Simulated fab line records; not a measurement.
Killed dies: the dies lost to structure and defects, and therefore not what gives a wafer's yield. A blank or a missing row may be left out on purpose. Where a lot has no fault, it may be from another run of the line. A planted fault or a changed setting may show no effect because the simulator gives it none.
fab line records	flow sky130
[record] lots = 6	wafers = 18	lastDay = 49
route steps=708 shown RES_XHIGH@339 SD_N@342 SD_P@359 PAD_OPEN@708
lots that met no fault: from a run of the same line without faults
startH: the number of hours between the record's first day and the start of the first shown wafer of the lot	waitH: time in hours since the lot's previous step	" as in the row above	L1.1+2: a row that stands for several wafers	- value missing, or start not given	* or withheld: withheld	< > ~ a bound
route shown NAME@n: names a module that has steps shown in the file, with the first one's number in the route	usual: mean/standard deviation of fault-free wafers	same: alike in all rows	chamber/n: place in a boat	sites: per-site readings	_std_site: their standard deviation	_edge_site: inner sites' mean taken away from outer sites' mean	radiusMm: how far each site lies from the wafer's centre	mask NAME#n: copy n	behind: the tool/chamber that last shaped the wafer	hold: why the lot was held/for how many hours/how that ended	device: which transistor (n, p or np) failed to switch	end of line: the tests these same wafers got at the end of their route	a step given without rows: its recipe and nothing more	killed: dies lost to structure and defects at the first sort, not the wafer's yield	map: the dies of a wafer, with x for killed, . for not killed, _ for no die there
set.NAME: the setting that was run; set.NAME@STEP: the one run at that earlier step	model.NAME: the simulator's own value behind a step, which no gauge read
certain route steps with their lots: each step a table, each wafer a row
services: a tool's chamber out of use, with start hour (startH, from the record's first day; less than 0 if before it), hours out, and reason
[[steps]]
[step SKY_RES_XHIGH_IMPLANT_07]
[recipe] species = BF2	energyKev = 20	doseCm2 = 3.6e+14	tiltDeg = 0
[step SKY_RES_XHIGH_STRIP_08]
[recipe] chemistry = O2/N2	powerW = 1400	pressureMtorr = 1500	platenTempC = withheld	o2FlowSccm = 3000	n2FlowSccm = 300	overashFraction = 0.5
[usual] chamberPressureMTorr = 1500.1/1.3	drypumpMotorCurrentA = 5.5/0.33	oesProductAu = 0.711/0.0046	stripTimeToEndpointS = 14.27/0.037
lot.wafer	tool	chamber	startH	waitH	chamberPressureMTorr	drypumpMotorCurrentA	oesProductAu	rfHoursCounterH	stripTimeToEndpointS
L529.3	plasmaAsher-03	0	605.32	0.1	1502.3	5.5	0.708	-	14.25
L529.4	"	1	"	"	1499.3	5.9	0.711	-	14.29
L529.6	"	0	"	"	1500.9	5.5	0.714	-	14.25
L532.4	plasmaAsher-03	1	638.52	0.1	1502.8	5.9	0.705	-	14.21
L532.5	"	1	"	"	1500.6	5.9	0.712	-	14.24
L532.6	"	0	"	"	1501.4	5.5	0.710	-	14.17
L535.1	plasmaAsher-02	0	661.93	0.1	1498.9	5.7	0.714	54	14.24
L535.5	"	0	"	"	1500.0	5.7	0.714	-	14.25
L535.6	"	1	"	"	1501.7	5.6	0.711	-	14.26
L546.4	plasmaAsher-04	1	755.37	0.1	1501.6	4.9	0.720	-	14.25
L546.5	"	0	"	"	1499.5	5.4	0.713	-	14.23
L546.6	"	1	"	"	1499.2	4.9	0.719	-	14.27
L547.2	plasmaAsher-03	0	755.83	0.1	1499.3	5.5	0.716	29	14.31
L547.5	"	0	"	"	1499.5	5.5	0.718	-	14.32
L547.6	"	1	"	"	1499.4	5.9	0.716	-	14.27
L548.1	plasmaAsher-02	1	762.78	0.1	1501.2	5.6	0.709	66	14.23
L548.5	"	1	"	"	1499.2	5.7	0.712	-	14.18
L548.6	"	0	"	"	1500.1	5.7	0.712	-	14.22
[step SKY_RES_XHIGH_TW_MEAS_09]
[usual] RES_XHIGH_TW = 1630/17
lot.wafer	tool	chamber	startH	waitH	RES_XHIGH_TW
L529.3	filmMetro-03	-	605.41	0.1	1653
L529.4	"	-	"	"	1656
L529.6	"	-	"	"	1649
L532.4	filmMetro-03	-	638.61	0.1	1654
L532.5	"	-	"	"	1650
L532.6	"	-	"	"	1650
L535.1	filmMetro-01	-	662.03	0.1	1617
L535.5	"	-	"	"	1609
L535.6	"	-	"	"	1609
L546.4	filmMetro-03	-	755.47	0.1	1639
L546.5	"	-	"	"	1645
L546.6	"	-	"	"	1644
L547.2	filmMetro-01	-	755.94	0.1	1599
L547.5	"	-	"	"	1610
L547.6	"	-	"	"	1607
L548.1	filmMetro-01	-	762.88	0.1	1619
L548.5	"	-	"	"	1626
L548.6	"	-	"	"	1628
[step SKY_SD_N_DEHYDRATE_00]
[recipe] tempC = 200	timeS = 60
[step SKY_SD_N_HMDS_01]
[recipe] primeTimeS = 60	primeTempC = 120
[step SKY_SD_N_COAT_02]
[recipe] resist = NOVOLAK	spinRpm = 3000	resistThkNm = 1140
[step SKY_SD_N_SOFTBAKE_03]
[recipe] tempC = 90	timeS = 60	resist = NOVOLAK
[step SKY_SD_N_EXPOSE_04]
[recipe] maskId = NSDM	na = 0.6	sourceShape = conventional	sigmaOuter = 0.6	polarization = unpolarized	targetCdNm = 380	doseMj = 141
[step SKY_SD_N_PEB_05]
[recipe] tempC = withheld	timeS = *	resist = NOVOLAK
[step SKY_SD_N_DEVELOP_06]
[recipe] resist = NOVOLAK	developer = TMAH	developTimeS = 60	devTempC = 23
[step SKY_SD_N_CD_MEAS_07]
[recipe] targetCdNm = 380
[usual] cdNm = 380.2/2.6
lot.wafer	tool	chamber	startH	waitH	cdNm
L529.3	cdSem-02	-	633.82	0.1	377.7
L529.4	"	-	"	"	378.7
L529.6	"	-	"	"	379.7
L532.4	cdSem-02	-	667.19	0.1	382.5
L532.5	"	-	"	"	379.6
L532.6	"	-	"	"	383.4
L535.1	cdSem-02	-	690.37	0.1	380.4
L535.5	"	-	"	"	380.2
L535.6	"	-	"	"	380.1
L546.4	cdSem-01	-	782.23	0.1	381.9
L546.5	"	-	"	"	386.2
L546.6	"	-	"	"	384.7
L547.2	cdSem-02	-	782.49	0.1	378.9
L547.5	"	-	"	"	379.5
L547.6	"	-	"	"	380.6
L548.1	cdSem-02	-	789.63	0.1	382.3
L548.5	"	-	"	"	382.1
L548.6	"	-	"	"	382.9
[step SKY_SD_N_OVL_MEAS_08]
[usual] SD_N_OVL = 0.8/1.3
lot.wafer	tool	chamber	startH	waitH	SD_N_OVL[nm]
L529.3	overlay-02	-	633.91	0.1	1.7
L529.4	"	-	"	"	1.3
L529.6	"	-	"	"	2.2
L532.4	overlay-01	-	667.27	0.1	1.8
L532.5	"	-	"	"	0.6
L532.6	"	-	"	"	-0.7
L535.1	overlay-02	-	690.49	0.1	-0.5
L535.5	"	-	"	"	1.1
L535.6	"	-	"	"	2.2
L546.4	overlay-02	-	782.30	0.1	2.3
L546.5	"	-	"	"	3.3
L546.6	"	-	"	"	3.2
L547.2	overlay-01	-	782.59	0.1	0.9
L547.5	"	-	"	"	3.1
L547.6	"	-	"	"	1.2
L548.1	overlay-01	-	789.75	0.1	0.6
L548.5	"	-	"	"	1.0
L548.6	"	-	"	"	2.2
[step SKY_SD_N_IMPLANT_09]
[recipe] species = As	energyKev = 50	doseCm2 = 4e+15	tiltDeg = 0
[usual] beamEnergyKeV = 50.002/0.014	doseIonsCm2 = 4.001e+15/4.5e+12
lot.wafer	tool	chamber	startH	waitH	beamEnergyKeV	doseIonsCm2
L529.3	implanter-04	0	633.98	0.1	49.993	3.995e+15
L529.4	"	0	"	"	50.002	3.995e+15
L529.6	"	0	"	"	49.998	3.997e+15
L532.4	implanter-04	0	667.36	0.1	49.995	3.727e+15
L532.5	"	0	"	"	49.998	3.732e+15
L532.6	"	0	"	"	49.990	3.731e+15
L535.1	implanter-04	0	690.52	0.0	50.013	3.732e+15
L535.5	"	0	"	"	50.007	3.73e+15
L535.6	"	0	"	"	49.999	3.735e+15
L546.4	implanter-04	0	782.40	0.1	49.974	4.001e+15
L546.5	"	0	"	"	49.994	3.995e+15
L546.6	"	0	"	"	50.023	4e+15
L547.2	implanter-03	0	782.65	0.0	50.011	4.006e+15
L547.5	"	0	"	"	50.004	4.012e+15
L547.6	"	0	"	"	49.997	4.007e+15
L548.1	implanter-03	0	789.79	0.0	50.010	4.002e+15
L548.5	"	0	"	"	49.990	4.005e+15
L548.6	"	0	"	"	49.989	4.003e+15
[step SKY_SD_N_IMPLANT_10]
[recipe] species = P	energyKev = 20	doseCm2 = 1e+14	tiltDeg = 0
[step SKY_SD_N_STRIP_11]
[recipe] chemistry = O2/N2	powerW = 1400	pressureMtorr = 1500	platenTempC = withheld	o2FlowSccm = 3000	n2FlowSccm = 300	overashFraction = 0.5
[usual] chamberPressureMTorr = 1500.1/1.6	drypumpMotorCurrentA = 5.5/0.36	oesProductAu = 0.527/0.0045	stripTimeToEndpointS = 22.54/0.038
lot.wafer	tool	chamber	startH	waitH	chamberPressureMTorr	drypumpMotorCurrentA	oesProductAu	rfHoursCounterH	stripTimeToEndpointS
L529.3	plasmaAsher-04	1	634.27	0.1	1501.0	4.9	0.529	-	22.59
L529.4	"	0	"	"	1500.8	5.4	0.534	-	22.51
L529.6	"	1	"	"	1499.5	4.9	0.527	-	22.50
L532.4	plasmaAsher-03	1	667.62	0.1	1498.7	5.9	0.531	-	22.28
L532.5	"	0	"	"	1495.5	5.5	0.524	-	22.31
L532.6	"	1	"	"	1499.9	5.9	0.528	-	22.26
L535.1	plasmaAsher-03	0	690.82	0.1	1500.5	5.5	0.532	24	22.29
L535.5	"	1	"	"	1499.8	5.9	0.533	-	22.33
L535.6	"	0	"	"	1498.9	5.5	0.529	-	22.31
L546.4	plasmaAsher-04	1	782.66	0.1	1500.1	4.9	0.526	-	22.51
L546.5	"	1	"	"	1497.9	4.9	0.534	-	22.51
L546.6	"	0	"	"	1501.3	5.4	0.538	-	22.50
L547.2	plasmaAsher-03	0	782.92	0.1	1499.8	5.5	0.522	32	22.55
L547.5	"	1	"	"	1500.4	5.9	0.524	-	22.57
L547.6	"	0	"	"	1498.6	5.5	0.525	-	22.54
L548.1	plasmaAsher-01	0	790.09	0.1	1503.5	5.9	0.530	5	22.53
L548.5	"	1	"	"	1498.4	5.5	0.531	-	22.51
L548.6	"	0	"	"	1499.8	5.9	0.521	-	22.53
[step SKY_SD_N_TW_MEAS_12]
[usual] SD_N_TW = 3959/42
lot.wafer	tool	chamber	startH	waitH	SD_N_TW
L529.3	filmMetro-01	-	634.35	0.1	3952
L529.4	"	-	"	"	3930
L529.6	"	-	"	"	3926
L532.4	filmMetro-03	-	667.71	0.1	4016
L532.5	"	-	"	"	3979
L532.6	"	-	"	"	3980
L535.1	filmMetro-02	-	690.92	0.1	3954
L535.5	"	-	"	"	3936
L535.6	"	-	"	"	3972
L546.4	filmMetro-01	-	782.75	0.1	3897
L546.5	"	-	"	"	3914
L546.6	"	-	"	"	3905
L547.2	filmMetro-01	-	783.03	0.1	3895
L547.5	"	-	"	"	3889
L547.6	"	-	"	"	3908
L548.1	filmMetro-03	-	790.19	0.1	4038
L548.5	"	-	"	"	4028
L548.6	"	-	"	"	4034
[step SKY_SD_N_CLEAN_13]
[recipe] chemistry = SC1/SC2	mix = 1:4:20	tempC = 70	timeS = 150	dry = n2Spin
[step SKY_SD_N_RTA_14]
[recipe] tempC = 1075	timeS = 2	idleTempC = 650	rampUpCPerS = 150	rampDownCPerS = 90	ambient = N2
[usual] lampPowerPct = 15.74/0.053	wafer_temp_C_max = 1078.1/1.5
lot.wafer	tool	chamber	startH	waitH	lampPowerPct	wafer_temp_C_max
L529.3	rtpAnneal-02	0	634.46	0.0	15.72	1082.1
L529.4	"	0	"	"	15.78	1079.8
L529.6	"	0	"	"	15.78	1077.0
L532.4	rtpAnneal-02	0	667.82	0.0	15.80	1077.3
L532.5	"	0	"	"	15.74	1076.2
L532.6	"	0	"	"	15.87	1077.6
L535.1	rtpAnneal-01	0	691.04	0.0	15.77	1077.0
L535.5	"	0	"	"	15.72	1075.7
L535.6	"	0	"	"	15.67	1078.6
L546.4	rtpAnneal-02	0	782.86	0.0	15.72	1078.1
L546.5	"	0	"	"	15.74	1078.1
L546.6	"	0	"	"	15.70	1080.6
L547.2	rtpAnneal-01	0	783.14	0.0	15.74	1077.2
L547.5	"	0	"	"	15.66	1075.7
L547.6	"	0	"	"	15.75	1078.0
L548.1	rtpAnneal-02	0	790.31	0.0	15.63	1076.9
L548.5	"	0	"	"	15.62	1078.9
L548.6	"	0	"	"	15.70	1077.1
[step SKY_SD_N_RS_MEAS_16]
[recipe] thkMeasGauge = four-point-probe
[usual] SD_N_RS = 68.57/0.12
lot.wafer	tool	chamber	startH	waitH	SD_N_RS[ohm/sq]
L529.3	filmMetro-02	-	634.66	0.1	68.67
L529.4	"	-	"	"	68.65
L529.6	"	-	"	"	68.76
L532.4	filmMetro-03	-	668.03	0.1	68.93
L532.5	"	-	"	"	69.19
L532.6	"	-	"	"	69.11
L535.1	filmMetro-03	-	691.23	0.1	69.12
L535.5	"	-	"	"	69.04
L535.6	"	-	"	"	69.16
L546.4	filmMetro-02	-	783.07	0.1	68.63
L546.5	"	-	"	"	68.69
L546.6	"	-	"	"	68.55
L547.2	filmMetro-01	-	783.33	0.1	68.78
L547.5	"	-	"	"	68.71
L547.6	"	-	"	"	68.74
L548.1	filmMetro-01	-	790.48	0.1	68.54
L548.5	"	-	"	"	68.59
L548.6	"	-	"	"	68.48
[step SKY_SD_N_RS_MEAS_17]
[recipe] thkMeasGauge = four-point-probe
[usual] SD_P_RS = 147.1/0.39
lot.wafer	tool	chamber	startH	waitH	SD_P_RS[ohm/sq]
L529.3	filmMetro-02	-	634.78	0.1	147.3
L529.4	"	-	"	"	147.3
L529.6	"	-	"	"	147.8
L532.4	filmMetro-03	-	668.15	0.1	146.7
L532.5	"	-	"	"	147.1
L532.6	"	-	"	"	146.8
L535.1	filmMetro-03	-	691.35	0.1	147.1
L535.5	"	-	"	"	147.1
L535.6	"	-	"	"	147.0
L546.4	filmMetro-02	-	783.19	0.1	147.2
L546.5	"	-	"	"	147.2
L546.6	"	-	"	"	146.9
L547.2	filmMetro-01	-	783.45	0.1	148.0
L547.5	"	-	"	"	147.7
L547.6	"	-	"	"	147.4
L548.1	filmMetro-01	-	790.60	0.1	147.2
L548.5	"	-	"	"	147.4
L548.6	"	-	"	"	147.3
[step SKY_PAD_OPEN_PROBE_99]
[usual] killed_at_M0_to_M3 = 44/7.2	killed_at_M4_up = 3.0/1.9	killedAtContacts = 25/4.8	killedAtFrontEnd = 16/4.2	killedAtOther = 0.2/0.44	killedDies = 88/9.3	killedOpen = 48/7.1	killedShort = 40/6.5
[same] grossDies = 492	killedAtBackSide = 0
lot.wafer	tool	chamber	startH	waitH	killed_at_M0_to_M3	killed_at_M4_up	killedAtContacts	killedAtFrontEnd	killedAtOther	killedDies	killedOpen	killedShort	model.etest.resNdiffHv.rsOhmSq	model.etest.resNdiff.rsOhmSq
L529.3	prober-02	-	1064.20	0.2	41	0	21	14	0	76	46	30	115	120.8
L529.4	prober-02	-	1064.25	0.2	44	3	20	17	0	84	49	35	114.9	120.7
L529.6	prober-02	-	1064.35	0.2	48	1	18	17	1	85	41	44	114.8	121.1
L532.4	prober-01	-	1086.81	0.2	35	1	21	10	1	68	40	28	114.8	120.3
L532.5	prober-01	-	1086.86	0.2	21	3	29	19	0	72	38	34	114.4	120.7
L532.6	prober-01	-	1086.91	0.2	49	3	34	19	0	105	55	50	115	121.2
L535.1	prober-02	-	1107.18	0.1	58	2	23	21	0	104	65	39	117.3	121.8
L535.5	prober-02	-	1107.38	0.2	50	0	21	21	1	93	46	47	116	120.6
L535.6	prober-02	-	1107.43	0.2	49	2	23	18	0	92	62	30	116.1	120.4
L546.4	prober-01	-	1168.67	0.2	54	6	22	13	0	95	53	42	111.6	117.1
L546.5	prober-01	-	1168.72	0.2	41	4	15	12	0	72	37	35	111.1	117
L546.6	prober-01	-	1168.77	0.2	36	1	21	17	0	75	43	32	111.4	116.6
L547.2	prober-02	-	1170.05	0.1	42	3	37	25	0	107	64	43	114.5	121.4
L547.5	prober-02	-	1170.20	0.2	40	4	23	15	0	82	30	52	115.4	120.7
L547.6	prober-02	-	1170.25	0.2	47	2	17	15	0	81	39	42	114.4	120.4
L548.1	prober-01	-	1173.09	0.1	48	2	24	15	0	89	37	52	112	117.4
L548.5	prober-01	-	1173.29	0.2	42	0	23	10	0	75	44	31	112	117.6
L548.6	prober-01	-	1173.34	0.2	53	1	31	16	1	102	53	49	112	116.5
// killed by level:class
L529.3 VIA1:geometricParticle:open=13 LI_CONTACT:geometricParticle:open=7 CONTACT:geometricParticle:open=6 METAL1:geometricParticle:short=5 VIA2:geometricParticle:open=5 VIA3:geometricParticle:open=5 POLY_GATE:geometricParticle:short=4 LI_CONTACT:geometricParticle:short=4
L529.4 VIA1:geometricParticle:open=14 CONTACT:geometricParticle:open=7 CONTACT:geometricParticle:short=6 METAL2:geometricParticle:short=6 VIA2:geometricParticle:open=6 POLY_GATE:geometricParticle:open=5 LI_CONTACT:geometricParticle:open=5 METAL1:geometricParticle:short=5
L529.6 VIA1:geometricParticle:open=11 METAL1:geometricParticle:short=9 METAL2:geometricParticle:short=8 LI_CONTACT:geometricParticle:open=6 FIELD_ISO:geometricParticle:short=5 POLY_GATE:geometricParticle:open=5 VIA3:geometricParticle:open=5 VIA3:geometricParticle:short=4
L532.4 CONTACT:geometricParticle:open=9 VIA1:geometricParticle:open=7 METAL2:geometricParticle:short=7 CONTACT:geometricParticle:short=6 VIA2:geometricParticle:open=6 VIA3:geometricParticle:open=4 POLY_GATE:geometricParticle:open=3 METAL1:geometricParticle:short=3
L532.5 CONTACT:geometricParticle:open=10 LI_CONTACT:geometricParticle:open=8 LOCAL_INTERCONNECT:geometricParticle:short=6 FIELD_ISO:geometricParticle:short=5 POLY_GATE:geometricParticle:short=5 POLY_CUT:geometricParticle:open=4 METAL2:geometricParticle:short=4 FIELD_ISO:geometricParticle:open=3
L532.6 CONTACT:geometricParticle:open=11 VIA1:geometricParticle:open=10 CONTACT:geometricParticle:short=9 METAL2:geometricParticle:short=8 LI_CONTACT:geometricParticle:open=6 VIA3:geometricParticle:open=6 VIA2:geometricParticle:short=5 VIA2:geometricParticle:open=5
L535.1 VIA1:geometricParticle:open=19 LI_CONTACT:geometricParticle:open=9 CONTACT:geometricParticle:open=7 VIA2:geometricParticle:short=7 VIA3:geometricParticle:open=7 FIELD_ISO:geometricParticle:open=6 METAL1:geometricParticle:short=6 VIA2:geometricParticle:open=6
L535.5 VIA1:geometricParticle:open=12 VIA2:geometricParticle:open=8 CONTACT:geometricParticle:open=7 LI_CONTACT:geometricParticle:open=6 VIA1:geometricParticle:short=6 VIA3:geometricParticle:short=6 FIELD_ISO:geometricParticle:short=5 POLY_GATE:geometricParticle:short=5
L535.6 VIA1:geometricParticle:open=12 CONTACT:geometricParticle:open=12 VIA2:geometricParticle:open=11 POLY_GATE:geometricParticle:short=7 VIA3:geometricParticle:open=7 POLY_GATE:geometricParticle:open=6 LI_CONTACT:geometricParticle:open=5 VIA2:geometricParticle:short=4
L546.4 VIA1:geometricParticle:open=16 LOCAL_INTERCONNECT:geometricParticle:short=8 VIA2:geometricParticle:open=8 METAL1:geometricParticle:short=6 POLY_GATE:geometricParticle:open=5 LI_CONTACT:geometricParticle:open=5 VIA3:geometricParticle:open=5 CONTACT:geometricParticle:short=4
L546.5 VIA1:geometricParticle:open=11 VIA3:geometricParticle:open=10 METAL1:geometricParticle:short=7 LI_CONTACT:geometricParticle:open=4 LOCAL_INTERCONNECT:geometricParticle:short=4 VIA2:geometricParticle:open=4 METAL4:geometricParticle:short=4 FIELD_ISO:geometricParticle:short=3
L546.6 VIA1:geometricParticle:open=9 FIELD_ISO:geometricParticle:open=6 VIA3:geometricParticle:open=6 CONTACT:geometricParticle:open=6 METAL1:geometricParticle:short=6 POLY_GATE:geometricParticle:open=5 LOCAL_INTERCONNECT:geometricParticle:short=4 LI_CONTACT:geometricParticle:short=4
L547.2 CONTACT:geometricParticle:open=16 LI_CONTACT:geometricParticle:open=10 VIA1:geometricParticle:open=9 FIELD_ISO:geometricParticle:short=8 POLY_GATE:geometricParticle:open=8 VIA2:geometricParticle:open=8 LOCAL_INTERCONNECT:geometricParticle:short=6 METAL3:geometricParticle:short=5
L547.5 CONTACT:geometricParticle:short=9 VIA2:geometricParticle:open=7 VIA3:geometricParticle:open=7 VIA1:geometricParticle:short=6 LOCAL_INTERCONNECT:geometricParticle:short=6 FIELD_ISO:geometricParticle:short=5 LI_CONTACT:geometricParticle:open=5 METAL1:geometricParticle:short=5
L547.6 VIA1:geometricParticle:open=8 VIA3:geometricParticle:open=7 METAL1:geometricParticle:short=6 METAL2:geometricParticle:short=6 VIA2:geometricParticle:open=6 LI_CONTACT:geometricParticle:open=5 POLY_GATE:geometricParticle:short=4 LOCAL_INTERCONNECT:geometricParticle:short=4
L548.1 CONTACT:geometricParticle:open=11 METAL2:geometricParticle:short=9 METAL1:geometricParticle:short=8 POLY_GATE:geometricParticle:short=5 VIA2:geometricParticle:open=5 VIA2:geometricParticle:short=5 VIA3:geometricParticle:short=5 FIELD_ISO:geometricParticle:short=4
L548.5 VIA1:geometricParticle:open=13 CONTACT:geometricParticle:open=8 METAL1:geometricParticle:short=7 VIA3:geometricParticle:open=7 LI_CONTACT:geometricParticle:open=6 VIA2:geometricParticle:open=5 FIELD_ISO:geometricParticle:short=4 LOCAL_INTERCONNECT:geometricParticle:short=4
L548.6 CONTACT:geometricParticle:open=11 VIA1:geometricParticle:open=11 VIA2:geometricParticle:open=8 METAL1:geometricParticle:short=8 FIELD_ISO:geometricParticle:open=7 LOCAL_INTERCONNECT:geometricParticle:short=5 CONTACT:geometricParticle:short=5 METAL2:geometricParticle:short=5
[[services]]
tool	chamber	startH	hours	kind
plasmaAsher-03	-	586.27	9.3	repair
implanter-03	-	609.32	1.6	repair
implanter-03	-	622.93	2.3	repair
plasmaAsher-04	-	624.06	4.9	repair
rtpAnneal-01	-	624.88	33.0	pm
plasmaAsher-03	-	642.71	2.8	pm
plasmaAsher-03	-	646.87	0.6	repair
implanter-03	-	649.07	1.8	repair
implanter-03	-	652.81	2.5	pm
plasmaAsher-02	-	657.41	2.8	pm
implanter-03	-	664.56	3.3	repair
implanter-04	-	674.53	3.9	pm
implanter-04	-	696.95	4.4	repair
plasmaAsher-01	-	701.64	20.0	pm
plasmaAsher-04	-	731.74	2.8	pm
plasmaAsher-01	-	733.75	9.0	pm
plasmaAsher-01	0	733.75	10.9	ventCycle
plasmaAsher-01	1	733.75	10.9	ventCycle
plasmaAsher-03	-	734.96	14.6	pm
plasmaAsher-01	-	736.25	8.4	repair
implanter-03	-	737.41	6.0	pm
plasmaAsher-01	0	742.75	-	clean
plasmaAsher-04	-	767.82	5.9	pm
implanter-04	-	774.98	6.7	repair
[[key]]
[firstSign] step = SKY_SD_N_IMPLANT_09	reading = doseIonsCm2	direction = down	sigmas = 60	usual = *	struck = *
[effect] step = SKY_SD_N_STRIP_11	reading = stripTimeToEndpointS	direction = down	sigmas = 6.5	usual = *	struck = *
[effect] step = SKY_SD_N_RS_MEAS_16	reading = SD_N_RS	direction = up	sigmas = 4.5	usual = 68.57	struck = 69.09
[modelEffect] step = SKY_PAD_OPEN_PROBE_99	value = etest.resNdiffHv.rsOhmSq	without = 113.7	struck = 115.6
metAt SKY_SD_N_IMPLANT_09
struckWafers L532.4,L532.5,L532.6,L535.1,L535.5,L535.6
testerLeftOut L532,L535
onsetBetween 633.98 667.36
[fault] kind = processParameterDrift	tool = implanter-04	chamber = -	onsetH = 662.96	steps = SKY_SD_N_IMPLANT_09	channel = doseCm2	offset = *	shape = step	endH = 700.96	actsIn = *	stated = *
// testerLeftOut: of these lots the tester's yield and bins aren't shown, on N5 and GAA mostly nor the transistor test; their killed dies are dies lost to structure and defects alone, not to doping, threshold or leakage, so they don't give the yield
